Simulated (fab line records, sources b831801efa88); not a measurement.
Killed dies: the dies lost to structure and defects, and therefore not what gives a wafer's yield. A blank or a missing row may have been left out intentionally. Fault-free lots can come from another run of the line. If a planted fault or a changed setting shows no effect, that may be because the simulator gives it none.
Problem report in the 8D (eight disciplines) form, filled by code / flow gf180mcu / the parts of the form that need people (team, actions taken, sign-off) are left out

== 1. THE ISSUE ==
Mean of developerTempC at GF_VT_IMPLANT_DEVELOP_39: 23.89 C across 9 wafers in 3 lots; on wafers with no fault it is 23.02 C (standard deviation 0.11). Measured from the usual mean, that is +7.9 standard deviations.
The step: develop time 60 s.
Seen first at day 12 04:59 on lithoTrack-03, wafer L843.1. The record holds 42 wafers of 14 lots with a number at this step. The rule behind "out" and "out of limits": a value lying over 4 standard deviations away from the usual mean. The other wafers with a number count as sound.

== 2. WHAT IT IS; WHAT IT IS NOT ==
question=which readings at this step; is=developerTempC; is not=-
question=which lots; is=L843, L844, L845; is not=L827, L828, L829, L831, L832, L834, L835, L836, L837, L838, L839
question=which wafers of those lots; is=all that have a number; is not=-
question=read on which tools; is=lithoTrack-03; is not=lithoTrack-02, lithoTrack-04
question=when; is=from day 12 04:59; is not=up to then (33 sound wafers)

== 3. WHAT RULES OUT EACH SUSPECT ==
Counting: a tool at any process step up to the reading remains a suspect when it ran all the lots that are out and ran no sound lot after the first of those.
- lithoTrack-03 at GF_VT_IMPLANT_DEVELOP_39 (develop time 60 s): kept. It ran every lot that is out, first L843 (day 12 04:59), and no sound lot after that; its last sound lot up to then is L839 (day 11 02:51). On those wafers its own readings are out: developerTempC.
Remaining after the count: lithoTrack-03 at GF_VT_IMPLANT_DEVELOP_39.

== 4. THE CAUSE (what the simulator had put in) ==
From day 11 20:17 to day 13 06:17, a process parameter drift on lithoTrack-03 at GF_VT_IMPLANT_DEVELOP_39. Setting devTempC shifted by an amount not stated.
The count eliminated every tool but this one.

== 5. THE CHAIN OF EFFECTS, in route order ==
Each row: a reading whose mean over the struck wafers that have a number lies more than 3 standard deviations from the usual. Scope: only readings with a usual standard deviation given in the record; hours: median across lots of the time from each lot's start at the first step in this table that gives one to its start at this step; sigmas: change in usual standard deviations.
hours=0; step=GF_VT_IMPLANT_DEVELOP_39; reading=developerTempC; usual=23.02 C; on struck wafers=23.89; change=+0.87; sigmas=+7.9
Its process steps:
- GF_VT_IMPLANT_DEVELOP_39: develop time 60 s.

== 6. WHAT WOULD HAVE CAUGHT IT SOONER ==
First out-of-limits reading in this record: day 12 04:59, which is 9 hours after fault onset at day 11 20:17.
